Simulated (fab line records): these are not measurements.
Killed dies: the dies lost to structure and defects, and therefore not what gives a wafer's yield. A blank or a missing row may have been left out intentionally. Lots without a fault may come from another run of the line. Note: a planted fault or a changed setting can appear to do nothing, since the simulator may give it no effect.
A lot that was struck, set against a sound lot ; flow sfqLine ; 13 out of 325 route steps
Sound: wafers L506.1, L506.5, L506.6. The struck wafers were L518.1, L518.5, L518.6. Last of all comes the cause.
For every step that has rows: the tool of each side, followed by ch and its chambers, followed by its first start. Under that, the readings that differ: sound wafers ; struck wafers ; difference of the means ; sigmas: that difference in standard deviations of wafers without a fault.
alike: a reading whose means differ by less than 2 such deviations, as well as words and numbers matching on both sides. not compared: withheld readings; readings where some wafer has no value; bounds like >300 that might hide an equal value; numbers whose values overlap and for which the record gives no deviation.
A row with sigmas, a row that says differs or no value, or rows on one side alone: a step with any of these is where the two part. Numbers that have no deviation but don't overlap get no sigmas and don't part them. A reading missing from all wafers of one side parts the sides only when that side holds two or more wafers.

first, 6 steps without rows for these wafers: SFQ_TRILAYER_M1_LITHO_COAT_044 (resist thk 62 nm); SFQ_TRILAYER_M1_LITHO_COAT_039 (resist thk 600 nm); SFQ_TRILAYER_M1_LITHO_SOFTBAKE_043; SFQ_TRILAYER_M1_LITHO_EXPOSE_040 (exposes mask M1, target cd 500 nm); SFQ_TRILAYER_M1_LITHO_PEB_042 (peb time 60 s); SFQ_TRILAYER_M1_LITHO_DEVELOP_041 (time 60 s).
SFQ_M1_OVL_MEAS_911:
  sound: overlay-02 at day 11 09:07; struck: overlay-02 at day 15 04:37
  alike: M1_OVL
SFQ_TRILAYER_M1_BARC_OPEN_METAL_ETCH_054: etches BARC in O2, target depth 125 nm, time 41.7 s.
  sound on rieMetal-02 ch 0,1, day 11 09:09; struck on rieMetal-01 ch 0,1, day 15 04:40
  alike: drypumpMotorCurrentA, oesProductAu
  not compared: rfHoursCounterH
SFQ_TRILAYER_M1_ETCH_METAL_ETCH_042: etches Nb in Cl2/Ar, stops on SiO2, target depth 240 nm, time 120 s.
  sound on rieMetal-02 ch 0,1, day 11 09:13; struck on rieMetal-01 ch 0,1, day 15 04:43
  alike: drypumpMotorCurrentA, oesProductAu
  not compared: rfHoursCounterH
SFQ_TRILAYER_M1_STRIP_STRIP_043: strips in O2.
  sound on rieMetal-02 ch 0,1, day 11 09:20; struck on rieMetal-01 ch 0,1, day 15 04:50
  alike: drypumpMotorCurrentA, oesProductAu
  not compared: rfHoursCounterH
then, 1 step without rows for these wafers: SFQ_TRILAYER_M1_STRIP_SOLV_CLEAN_044 (cleans in NMP, time 600 s).
SFQ_TRILAYER_I1_DEP_PECVD_045: deposits SiO2 from SiH4/N2O, time 111.11 s, target thk 500 nm.
  sound on pecvd-04 ch 0,1,2, day 11 10:07; struck on pecvd-04 ch 0,2, day 15 05:37
reading;sound;struck;difference;sigmas
rfFwdPowerW (W);182.1 181.9 180.9;151.9 152.8 151.9;-29.4;-47
showerheadVppV (V);835 842 838;770 764 757;-75;-3
model.SiO2_of_TRILAYER_I1_DEP_PECVD_045.thkNm (nm);494.7 511.2 503.4;473.9 487.3 478.6;-23.2;
  alike: heaterPowerOuterW, heaterPowerW, susceptorTempC, throttleValvePct
SFQ_TRILAYER_I1_CMP_CMP_046: polishes SiO2.
  sound on cmp-02 ch 1,2,3, day 11 13:43; struck on cmp-02 ch 0,3, day 15 08:24
  alike: headPressurePsi, motorCurrentA

== WHERE THEY PART ==
SFQ_TRILAYER_I1_DEP_PECVD_045 only, going by this record. Later steps at which nothing parts them and some readings are alike: SFQ_TRILAYER_I1_CMP_CMP_046.

WHY: what the simulator had put in
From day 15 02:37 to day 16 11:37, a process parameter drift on pecvd-04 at SFQ_TRILAYER_I1_DEP_PECVD_045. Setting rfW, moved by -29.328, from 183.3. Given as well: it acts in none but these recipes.
